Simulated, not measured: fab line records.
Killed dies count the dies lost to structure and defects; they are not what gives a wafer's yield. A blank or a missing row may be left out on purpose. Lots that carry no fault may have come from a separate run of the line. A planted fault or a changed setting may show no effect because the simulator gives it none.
fab line records | flow sky130
record lots=5 wafers=27
route steps=708 shown SONOS_ONO@183 POLY_GATE@226 LDD_P@261 POLY_CUT@314 LOCAL_INTERCONNECT@400 METAL1@448 METAL2@487
startH: hours from the record's opening day to when the first of the lot's shown wafers began | waitH: how many hours have passed since the lot's step before this one | " same as the row above | L1.1+2: one row covering several wafers at once | - no value, or no start given | * or withheld: withheld | < > ~ a bound
route shown NAME@n: NAME is a module with steps in the file, n the number in the route of the first one | usual: mean and standard deviation over wafers with no fault | same: alike in all rows | chamber/n: place in a boat | sites: each site's reading | _std_site: standard deviation across them | _edge_site: outer sites' mean less inner sites' | radiusMm: for every site, how far away it sits from the centre of the wafer | mask NAME#n: copy n | behind: the last tool/chamber to shape the wafer | hold: what put the lot on hold/how long, in hours/how the hold closed | device: whichever transistor did not switch (one of n, p or np) | end of line: tests of these same wafers at the route's end | a step given without rows: its recipe and nothing more | killed: dies lost to structure and defects at the first sort, not the wafer's yield | map: a wafer's dies, x killed, . not, _ none there
set.NAME: setting as actually run; set.NAME@STEP: the setting as run at that earlier step | model.NAME: the simulator's own value behind a step, which no gauge read
lots where settings were altered on purpose, with a table for each step and a row for each wafer
## steps
# step SKY_SONOS_ONO_ETCH_15
# recipe targetDepthNm=19.52 chemistry=CHF3/O2 sourceW=600 biasW=200 pressureMtorr=40 chf3FlowSccm=50 O2_flow_sccm=5 timeS=7.8
# columns lot.wafer tool chamber startH waitH set.timeS model.SONOS_ONO.featureDepthNm
L074.1 rieDiel-02 1 279.13 0.0 7.8 20.02
L074.2 " 2 " " 7.8 20.25
L074.3 " 0 " " 6.285 15.68
L074.4 " 1 " " 6.285 15.95
L074.5 " 2 " " 7.8 20.19
L074.6 " 0 " " 6.285 15.44
L076.3 rieDiel-03 0 298.79 0.0 7.8 19.22
L076.4 " 1 " " 7.8 19.88
L076.5 " 3 " " 7.8 19.87
L081.1 rieDiel-01 0 344.89 0.0 7.8 19.71
L081.2 " 1 " " 7.8 19.81
L081.3 " 2 " " 7.8 19.99
L081.4 " 0 " " 7.8 19.91
L081.5 " 2 " " 7.8 19.92
L081.6 " 1 " " 7.8 19.89
L082.1 rieDiel-03 3 351.94 0.0 7.8 19.57
L082.2 " 2 " " 7.8 20.28
L082.3 " 0 " " 7.8 19.68
L082.4 " 1 " " 7.8 20.17
L082.5 " 2 " " 7.8 20.05
L082.6 " 1 " " 7.8 20.06
L084.1 rieDiel-03 2 364.77 0.0 4.845 12.35
L084.2 " 3 " " 7.8 19.46
L084.3 " 1 " " 7.8 19.99
L084.4 " 0 " " 4.845 12.06
L084.5 " 3 " " 4.845 12.19
L084.6 " 0 " " 7.8 19.57
# step SKY_POLY_GATE_DEVELOP_12
# recipe developTimeS=60 resist=KrF-thick devTempC=21
# columns lot.wafer tool chamber startH waitH set.developTimeS
L074.1+3+4 lithoTrack-02 0 - - 29.28
L074.2+5+6 " 0 " " 60
L076.3+4+5 lithoTrack-02 0 - - 60
L081.1+3+5 lithoTrack-03 0 - - 87.4
L081.2+4+6 " 0 " " 60
L082.1+3+6 lithoTrack-03 0 - - 89.38
L082.2+4+5 " 0 " " 60
L084.1+2+3+4+5+6 lithoTrack-02 0 - - 60
# step SKY_POLY_GATE_CD_MEAS_13
# recipe targetCdNm=150
# usual cdNm=150.1/1.2
# columns lot.wafer tool chamber startH waitH set.developTimeS@POLY_GATE_DEVELOP_12 cdNm
L074.1 cdSem-01 - 366.56 - 29.28 162.5
L074.2 " - " " 60 150.0
L074.3 " - " " 29.28 162.3
L074.4 " - " " 29.28 163.3
L074.5 " - " " 60 151.2
L074.6 " - " " 60 150.0
L076.3 cdSem-02 - 387.00 - 60 151.5
L076.4 " - " " 60 152.1
L076.5 " - " " 60 150.0
L081.1 cdSem-01 - 441.04 - 87.4 142.5
L081.2 " - " " 60 148.6
L081.3 " - " " 87.4 141.4
L081.4 " - " " 60 148.2
L081.5 " - " " 87.4 142.4
L081.6 " - " " 60 150.0
L082.1 cdSem-02 - 448.69 - 89.38 144.4
L082.2 " - " " 60 151.9
L082.3 " - " " 89.38 144.8
L082.4 " - " " 60 151.3
L082.5 " - " " 60 151.5
L082.6 " - " " 89.38 145.2
L084.1 cdSem-01 - 468.91 - 60 150.4
L084.2 " - " " 60 149.3
L084.3 " - " " 60 151.5
L084.4 " - " " 60 149.9
L084.5 " - " " 60 151.7
L084.6 " - " " 60 150.1
# step SKY_LDD_P_DEVELOP_06
# recipe resist=NOVOLAK developer=TMAH developTimeS=60 devTempC=23
# columns lot.wafer tool chamber startH waitH set.developTimeS
L074.1+2+3+4+5+6 lithoTrack-02 0 429.66 0.1 60
L076.3+4+5 lithoTrack-01 0 451.61 0.1 60
L081.1+5+6 lithoTrack-01 0 506.96 0.1 41.24
L081.2+3+4 " 0 " " 60
L082.1+3+4 lithoTrack-02 0 513.26 0.1 60
L082.2+5+6 " 0 " " 45.38
L084.1+2+6 lithoTrack-01 0 533.81 0.1 60
L084.3+4+5 " 0 " " 93.92
# step SKY_LDD_P_CD_MEAS_07
# recipe targetCdNm=380
# usual cdNm=381/3.6
# columns lot.wafer tool chamber startH waitH set.developTimeS@LDD_P_DEVELOP_06 cdNm
L074.1 cdSem-02 - 429.81 0.1 60 377
L074.2 " - " " 60 378
L074.3 " - " " 60 376
L074.4 " - " " 60 376
L074.5 " - " " 60 377
L074.6 " - " " 60 378
L076.3 cdSem-01 - 451.75 0.1 60 390
L076.4 " - " " 60 390
L076.5 " - " " 60 392
L081.1 cdSem-01 - 507.11 0.1 41.24 342
L081.2 " - " " 60 381
L081.3 " - " " 60 381
L081.4 " - " " 60 383
L081.5 " - " " 41.24 344
L081.6 " - " " 41.24 343
L082.1 cdSem-02 - 513.41 0.1 60 378
L082.2 " - " " 45.38 354
L082.3 " - " " 60 379
L082.4 " - " " 60 379
L082.5 " - " " 45.38 352
L082.6 " - " " 45.38 352
L084.1 cdSem-02 - 533.96 0.1 60 381
L084.2 " - " " 60 379
L084.3 " - " " 93.92 420
L084.4 " - " " 93.92 423
L084.5 " - " " 93.92 424
L084.6 " - " " 60 379
# step SKY_POLY_CUT_DEVELOP_07
# recipe developTimeS=60 resist=KrF-thick devTempC=21
# columns lot.wafer tool chamber startH waitH set.developTimeS
L074.1+5+6 lithoTrack-02 0 - - 41.88
L074.2+3+4 " 0 " " 60
L076.3+4+5 lithoTrack-01 0 - - 60
L081.1+4+6 lithoTrack-04 0 - - 60
L081.2+3+5 " 0 " " 42.36
L082.1+2+5 lithoTrack-01 0 - - 73.92
L082.3+4+6 " 0 " " 60
L084.1+2+3+4+5+6 lithoTrack-02 0 - - 60
# step SKY_POLY_CUT_CD_MEAS_08
# recipe targetCdNm=270
# usual cdNm=269.9/1.4
# columns lot.wafer tool chamber startH waitH set.developTimeS@POLY_CUT_DEVELOP_07 cdNm
L074.1 cdSem-02 - 557.61 - 41.88 263.6
L074.2 " - " " 60 269.6
L074.3 " - " " 60 268.2
L074.4 " - " " 60 268.6
L074.5 " - " " 41.88 262.2
L074.6 " - " " 41.88 261.2
L076.3 cdSem-02 - 578.25 - 60 271.5
L076.4 " - " " 60 271.1
L076.5 " - " " 60 269.6
L081.1 cdSem-01 - 630.27 - 60 268.3
L081.2 " - " " 42.36 264.5
L081.3 " - " " 42.36 262.2
L081.4 " - " " 60 269.3
L081.5 " - " " 42.36 261.7
L081.6 " - " " 60 268.6
L082.1 cdSem-02 - 636.46 - 73.92 273.4
L082.2 " - " " 73.92 273.9
L082.3 " - " " 60 268.6
L082.4 " - " " 60 268.5
L082.5 " - " " 73.92 273.2
L082.6 " - " " 60 269.2
L084.1 cdSem-02 - 655.36 - 60 271.3
L084.2 " - " " 60 271.9
L084.3 " - " " 60 268.8
L084.4 " - " " 60 272.0
L084.5 " - " " 60 270.1
L084.6 " - " " 60 271.9
# step SKY_POLY_CUT_ETCH_10
# recipe chemistry=N2/H2 target=BARC ionEnergyEv=200 sourceW=500 biasW=100 pressureMtorr=30 n2FlowSccm=100 h2FlowSccm=200 stopOn=SiO2 timeS=45.9 targetDepthA=600
# columns lot.wafer tool chamber startH waitH set.developTimeS@POLY_CUT_DEVELOP_07 model.POLY_CUT.cdNm
L074.1 rieDiel-03 1 557.77 0.0 41.88 263.2
L074.2 " 2 " " 60 269.6
L074.3 " 0 " " 60 268
L074.4 " 3 " " 60 267.4
L074.5 " 1 " " 41.88 262.7
L074.6 " 2 " " 41.88 261.3
L076.3 rieDiel-01 0 578.37 0.0 60 269
L076.4 " 2 " " 60 270
L076.5 " 1 " " 60 268.9
L081.1 rieDiel-04 0 630.43 0.0 60 268.9
L081.2 " 2 " " 42.36 265
L081.3 " 1 " " 42.36 262.9
L081.4 " 3 " " 60 269
L081.5 " 2 " " 42.36 262.8
L081.6 " 3 " " 60 270.2
L082.1 rieDiel-03 0 636.62 0.0 73.92 273.7
L082.2 " 1 " " 73.92 274.2
L082.3 " 3 " " 60 267.5
L082.4 " 1 " " 60 268.5
L082.5 " 3 " " 73.92 271.9
L082.6 " 0 " " 60 269.7
L084.1 rieDiel-04 2 655.52 0.0 60 271.2
L084.2+4 " 3,0 " " 60 272.2
L084.3+5 " 1,0 " " 60 270.1
L084.6 " 1 " " 60 272.8
# step SKY_LOCAL_INTERCONNECT_ETCH_13
# recipe chemistry=N2/H2 target=BARC ionEnergyEv=200 biasW=100 pressureMtorr=30 n2FlowSccm=100 h2FlowSccm=200 icpW=500 stopOn=SiO2 timeS=45.9 targetDepthA=600
# usual oesProductAu=0.854/0.0044
# columns lot.wafer tool chamber startH waitH set.timeS oesProductAu model.KrF-thick_of_LOCAL_INTERCONNECT_COAT_06.thkNm model.SiO2_of_SONOS_ONO_CVD_04.thkNm
L074.1 rieMetal-01 1 706.67 0.0 45.9 0.862 383.1 3.862
L074.2 " 0 " " 71.44 0.795 361.8 2.812
L074.3 " 1 " " 71.44 0.787 357.5 2.884
L074.4 " 0 " " 45.9 0.858 384.5 3.916
L074.5 " 1 " " 71.44 0.786 358 2.809
L074.6 " 0 " " 45.9 0.854 385.3 3.97
L076.3 rieMetal-03 0 726.41 0.0 45.9 0.851 383.5 4.139
L076.4 " 1 " " 45.9 0.854 382.5 4.034
L076.5 " 0 " " 45.9 0.852 383.6 4.136
L081.1 rieMetal-02 0 772.57 0.0 26.71 1.032 400.8 4.064
L081.2 " 1 " " 26.71 0.989 404 4.044
L081.3 " 1 " " 26.71 0.984 403.6 4.003
L081.4 " 0 " " 45.9 0.849 383.3 4.121
L081.5 " 0 " " 45.9 0.855 383.8 4.097
L081.6 " 1 " " 45.9 0.866 386.5 4.026
L082.1 rieMetal-03 0 778.07 0.0 71.68 0.792 361.2 3.183
L082.2 " 1 " " 71.68 0.774 362.5 3.255
L082.3 " 0 " " 45.9 0.857 385.9 4.386
L082.4 " 1 " " 45.9 0.855 386 4.427
L082.5 " 1 " " 45.9 0.851 386.6 4.387
L082.6 " 0 " " 71.68 0.778 360.7 3.272
L084.1 rieMetal-02 1 797.10 0.0 45.9 0.851 385.6 4.1
L084.2 " 1 " " 27.35 0.990 404.6 4.17
L084.3 " 1 " " 45.9 0.853 384.5 4.182
L084.4 " 1 " " 27.35 0.985 401.2 4.163
L084.5 " 1 " " 27.35 0.985 402.6 4.136
L084.6 " 1 " " 45.9 0.854 383.7 4.067
# step SKY_LOCAL_INTERCONNECT_METAL_ETCH_14
# recipe targetDepthNm=110 stopOn=PSG chemistry=Cl2/BCl3 target=TiN resistSidewallDeg=88 pressureMtorr=10 icpW=900 biasW=48.5 Cl2_flow_sccm=60 bcl3FlowSccm=30 timeS=31.4
# usual oesProductAu=0.941/0.0066
# columns lot.wafer tool chamber startH waitH set.timeS@LOCAL_INTERCONNECT_ETCH_13 oesProductAu model.KrF-thick_of_LOCAL_INTERCONNECT_COAT_06.thkNm model.LOCAL_INTERCONNECT.cdNm
L074.1 rieMetal-01 1 706.73 0.0 45.9 0.945 338.3 171.4
L074.2 " 0 " " 71.44 0.932 319.1 166.5
L074.3 " 1 " " 71.44 0.954 312.3 165.7
L074.4 " 0 " " 45.9 0.947 342 169.3
L074.5 " 1 " " 71.44 0.943 313.4 162.7
L074.6 " 0 " " 45.9 0.939 343 172.3
L076.3 rieMetal-03 0 726.47 0.0 45.9 0.954 338.9 171.8
L076.4 " 1 " " 45.9 0.928 338.2 169.1
L076.5 " 0 " " 45.9 0.933 339 170.4
L081.1 rieMetal-02 0 772.63 0.0 26.71 0.374 354.3 172.6
L081.2 " 1 " " 26.71 0.371 360.7 175.4
L081.3 " 1 " " 26.71 0.370 360.3 176.9
L081.4 " 0 " " 45.9 0.942 336.8 169.4
L081.5 " 0 " " 45.9 0.948 337.3 169
L081.6 " 1 " " 45.9 0.936 343 171.2
L082.1 rieMetal-03 0 778.13 0.0 71.68 0.939 316.6 167.7
L082.2 " 1 " " 71.68 0.932 318.6 167.1
L082.3 " 0 " " 45.9 0.939 341.5 171.6
L082.4 " 1 " " 45.9 0.942 342.3 171.1
L082.5 " 1 " " 45.9 0.935 343.2 173.2
L082.6 " 0 " " 71.68 0.941 316.1 164.6
L084.1 rieMetal-02 1 797.23 0.1 45.9 0.948 342.5 169.1
L084.2 " 1 " " 27.35 0.375 361 173.5
L084.3 " 1 " " 45.9 0.944 341.4 170.6
L084.4 " 1 " " 27.35 0.376 357.9 173.8
L084.5 " 1 " " 27.35 0.382 359.4 173.6
L084.6 " 1 " " 45.9 0.949 340.6 169.8
# step SKY_LOCAL_INTERCONNECT_STRIP_15
# recipe chemistry=O2/N2 powerW=1400 pressureMtorr=1500 platenTempC=withheld o2FlowSccm=3000 n2FlowSccm=300 overashFraction=0.5
# usual oesProductAu=0.424/0.0052 stripTimeToEndpointS=4.64/0.032
# columns lot.wafer tool chamber startH waitH set.timeS@LOCAL_INTERCONNECT_ETCH_13 oesProductAu stripTimeToEndpointS
L074.1 plasmaAsher-04 1 706.78 0.0 45.9 0.421 4.62
L074.2 " 0 " " 71.44 0.407 4.40
L074.3 " 1 " " 71.44 0.400 4.33
L074.4 " 0 " " 45.9 0.416 4.65
L074.5 " 1 " " 71.44 0.407 4.35
L074.6 " 0 " " 45.9 0.425 4.66
L076.3 plasmaAsher-01 1 726.54 0.1 45.9 0.429 4.61
L076.4 " 0 " " 45.9 0.423 4.60
L076.5 " 1 " " 45.9 0.423 4.63
L081.1 plasmaAsher-04 0 772.68 0.0 26.71 0.427 4.79
L081.2 " 1 " " 26.71 0.434 4.84
L081.3 " 0 " " 26.71 0.429 4.85
L081.4 " 1 " " 45.9 0.425 4.61
L081.5 " 1 " " 45.9 0.425 4.60
L081.6 " 0 " " 45.9 0.422 4.65
L082.1 plasmaAsher-02 1 778.18 0.0 71.68 0.413 4.39
L082.2 " 0 " " 71.68 0.413 4.41
L082.3 " 1 " " 45.9 0.418 4.65
L082.4 " 0 " " 45.9 0.428 4.66
L082.5 " 1 " " 45.9 0.431 4.68
L082.6 " 0 " " 71.68 0.413 4.37
L084.1 plasmaAsher-01 1 797.33 0.1 45.9 0.426 4.66
L084.2 " 0 " " 27.35 0.434 4.86
L084.3 " 0 " " 45.9 0.423 4.65
L084.4 " 1 " " 27.35 0.432 4.83
L084.5 " 1 " " 27.35 0.434 4.82
L084.6 " 0 " " 45.9 0.418 4.66
# step SKY_METAL1_DEVELOP_14
# recipe developTimeS=60 resist=KrF-thick devTempC=21
# columns lot.wafer tool chamber startH waitH set.developTimeS
L074.1+3+5 lithoTrack-01 0 - - 60
L074.2+4+6 " 0 " " 90.39
L076.3+4+5 lithoTrack-01 0 - - 60
L081.1+2+3+4+5+6 lithoTrack-03 0 - - 60
L082.1+2+4 lithoTrack-03 0 - - 90.14
L082.3+5+6 " 0 " " 60
L084.1+2+3 lithoTrack-01 0 - - 78.94
L084.4+5+6 " 0 " " 60
# step SKY_METAL1_CD_MEAS_15
# recipe targetCdNm=140
# usual cdNm=140.6/1.5
# columns lot.wafer tool chamber startH waitH set.developTimeS@METAL1_DEVELOP_14 cdNm
L074.1 cdSem-02 - 763.31 - 60 140.8
L074.2 " - " " 90.39 132.6
L074.3 " - " " 60 141.4
L074.4 " - " " 90.39 133.4
L074.5 " - " " 60 140.6
L074.6 " - " " 90.39 132.9
L076.3 cdSem-01 - 783.45 - 60 138.4
L076.4 " - " " 60 139.8
L076.5 " - " " 60 139.1
L081.1 cdSem-02 - 829.24 - 60 -
L081.2 " - " " 60 -
L081.3 " - " " 60 -
L081.4 " - " " 60 138.0
L081.5 " - " " 60 139.0
L081.6 " - " " 60 138.5
L082.1 cdSem-02 - 833.64 - 90.14 133.1
L082.2 " - " " 90.14 132.1
L082.3 " - " " 60 139.6
L082.4 " - " " 90.14 133.4
L082.5 " - " " 60 139.9
L082.6 " - " " 60 140.5
L084.1 cdSem-02 - 852.11 - 78.94 138.0
L084.2 " - " " 78.94 -
L084.3 " - " " 78.94 137.5
L084.4 " - " " 60 -
L084.5 " - " " 60 -
L084.6 " - " " 60 142.9
# step SKY_METAL1_DESCUM_17
# recipe chemistry=O2 sourcePowerW=150 biasPowerW=0 pressureMtorr=10 tempC=40 timeS=8
# columns lot.wafer tool chamber startH waitH set.developTimeS@METAL1_DEVELOP_14 model.METAL1.cdNm
L074.1 rieMetal-03 0 763.47 0.0 60 140
L074.2 " 0 " " 90.39 132.1
L074.3 " 0 " " 60 140.7
L074.4 " 0 " " 90.39 132.3
L074.5 " 0 " " 60 140.1
L074.6 " 0 " " 90.39 132.6
L076.3 rieMetal-02 1 783.58 0.0 60 138
L076.4 " 0 " " 60 140
L076.5 " 0 " " 60 139.4
L081.1 rieMetal-02 1 829.39 0.0 60 137.4
L081.2 " 0 " " 60 137.5
L081.3 " 1 " " 60 139.2
L081.4 " 0 " " 60 137.7
L081.5 " 0 " " 60 138.4
L081.6 " 1 " " 60 138.2
L082.1 rieMetal-03 0 833.79 0.0 90.14 132.4
L082.2 " 1 " " 90.14 132.6
L082.3 " 0 " " 60 139.1
L082.4 " 1 " " 90.14 133.3
L082.5 " 1 " " 60 139.8
L082.6 " 0 " " 60 139.6
L084.1+3 rieMetal-04 1,0 852.27 0.0 78.94 137.5
L084.2 " 0 " " 78.94 137.7
L084.4 " 1 " " 60 143.3
L084.5 " 1 " " 60 142.3
L084.6 " 0 " " 60 143
# step SKY_METAL2_SPUTTER_04
# recipe material=TiN targetThkNm=70 powerW=6500 timeS=58.3 chamberPressurePa=0.4
# columns lot.wafer tool chamber startH waitH set.timeS model.TiN_of_METAL2_SPUTTER_04.thkNm
L074.1 pvdSputter-02 - 793.44 0.0 58.3 71.89
L074.2 " - " " 58.3 70.87
L074.3 " - " " 58.3 70.9
L074.4 " - " " 93.03 112.9
L074.5 " - " " 93.03 112.8
L074.6 " - " " 93.03 112.4
L076.3 pvdSputter-01 - 812.98 0.0 58.3 69.36
L076.4 " - " " 58.3 68.96
L076.5 " - " " 58.3 68.32
L081.1 pvdSputter-01 - 857.77 0.0 41.05 48.51
L081.2 " - " " 58.3 70.54
L081.3 " - " " 41.05 49.26
L081.4 " - " " 41.05 50.37
L081.5 " - " " 58.3 70.41
L081.6 " - " " 58.3 69.75
L082.1 pvdSputter-01 - 863.24 0.0 58.3 69.38
L082.2 " - " " 42.1 50.83
L082.3 " - " " 42.1 51.6
L082.4 " - " " 42.1 50.08
L082.5 " - " " 58.3 70.78
L082.6 " - " " 58.3 69.56
L084.1 pvdSputter-01 - 881.26 0.0 58.3 69.75
L084.2 " - " " 33.77 41.49
L084.3 " - " " 33.77 40.93
L084.4 " - " " 58.3 71.48
L084.5 " - " " 58.3 70.47
L084.6 " - " " 33.77 41.15
# step SKY_METAL2_THK_MEAS_06
# recipe thkMeasGauge=xrf reads=AlCu_of_METAL2_SPUTTER_02
# usual METAL2_ALCU_THK=252/3
# columns lot.wafer tool chamber startH waitH set.timeS@METAL2_SPUTTER_04 METAL2_ALCU_THK[nm]
L074.1 filmMetro-02 - 793.61 0.1 58.3 258
L074.2 " - " " 58.3 249
L074.3 " - " " 58.3 248
L074.4 " - " " 93.03 229
L074.5 " - " " 93.03 229
L074.6 " - " " 93.03 230
L076.3 filmMetro-02 - 813.17 0.1 58.3 252
L076.4 " - " " 58.3 254
L076.5 " - " " 58.3 252
L081.1 filmMetro-03 - 857.94 0.1 41.05 267
L081.2 " - " " 58.3 252
L081.3 " - " " 41.05 264
L081.4 " - " " 41.05 259
L081.5 " - " " 58.3 252
L081.6 " - " " 58.3 253
L082.1 filmMetro-03 - 863.41 0.1 58.3 253
L082.2 " - " " 42.1 265
L082.3 " - " " 42.1 259
L082.4 " - " " 42.1 267
L082.5 " - " " 58.3 250
L082.6 " - " " 58.3 256
L084.1 filmMetro-03 - 881.43 0.1 58.3 253
L084.2 " - " " 33.77 268
L084.3 " - " " 33.77 265
L084.4 " - " " 58.3 250
L084.5 " - " " 58.3 253
L084.6 " - " " 33.77 266
## key
split step=SKY_SONOS_ONO_ETCH_15 setting=timeS stated=7.8 by=wafer
response step=SKY_SONOS_ONO_ETCH_15 reading=model.SONOS_ONO.featureDepthNm change=+0.204 per=1% r=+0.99
split step=SKY_POLY_GATE_DEVELOP_12 setting=developTimeS stated=60 by=wafer
response step=SKY_POLY_GATE_CD_MEAS_13 reading=cdNm change=-0.179 per=1% r=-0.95
split step=SKY_LDD_P_DEVELOP_06 setting=developTimeS stated=60 by=wafer
response step=SKY_LDD_P_CD_MEAS_07 reading=cdNm change=+0.891 per=1% r=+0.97
split step=SKY_POLY_CUT_DEVELOP_07 setting=developTimeS stated=60 by=wafer
response step=SKY_POLY_CUT_CD_MEAS_08 reading=cdNm change=+0.207 per=1% r=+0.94
response step=SKY_POLY_CUT_ETCH_10 reading=model.POLY_CUT.cdNm change=+0.197 per=1% r=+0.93
split step=SKY_LOCAL_INTERCONNECT_ETCH_13 setting=timeS stated=45.9 by=wafer
response step=SKY_LOCAL_INTERCONNECT_ETCH_13 reading=oesProductAu change=-0.00201 per=1% r=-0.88
response step=SKY_LOCAL_INTERCONNECT_ETCH_13 reading=model.KrF-thick_of_LOCAL_INTERCONNECT_COAT_06.thkNm change=-0.445 per=1% r=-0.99
response step=SKY_LOCAL_INTERCONNECT_ETCH_13 reading=model.SiO2_of_SONOS_ONO_CVD_04.thkNm shape=bent atLowest=4.037 atStated=4.123 atHighest=3.237
response step=SKY_LOCAL_INTERCONNECT_METAL_ETCH_14 reading=oesProductAu shape=bent atLowest=0.372 atStated=0.942 atHighest=0.937
response step=SKY_LOCAL_INTERCONNECT_METAL_ETCH_14 reading=model.KrF-thick_of_LOCAL_INTERCONNECT_COAT_06.thkNm change=-0.458 per=1% r=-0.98
response step=SKY_LOCAL_INTERCONNECT_METAL_ETCH_14 reading=model.LOCAL_INTERCONNECT.cdNm change=-0.105 per=1% r=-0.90
response step=SKY_LOCAL_INTERCONNECT_STRIP_15 reading=oesProductAu change=-0.000241 per=1% r=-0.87
response step=SKY_LOCAL_INTERCONNECT_STRIP_15 reading=stripTimeToEndpointS change=* per=1% r=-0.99
split step=SKY_METAL1_DEVELOP_14 setting=developTimeS stated=60 by=wafer
response step=SKY_METAL1_CD_MEAS_15 reading=cdNm change=-0.151 per=1% r=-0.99
response step=SKY_METAL1_DESCUM_17 reading=model.METAL1.cdNm change=-0.149 per=1% r=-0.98
split step=SKY_METAL2_SPUTTER_04 setting=timeS stated=58.3 by=wafer
response step=SKY_METAL2_SPUTTER_04 reading=model.TiN_of_METAL2_SPUTTER_04.thkNm change=+0.697 per=1% r=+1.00
response step=SKY_METAL2_THK_MEAS_06 reading=METAL2_ALCU_THK change=-0.363 per=1% r=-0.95
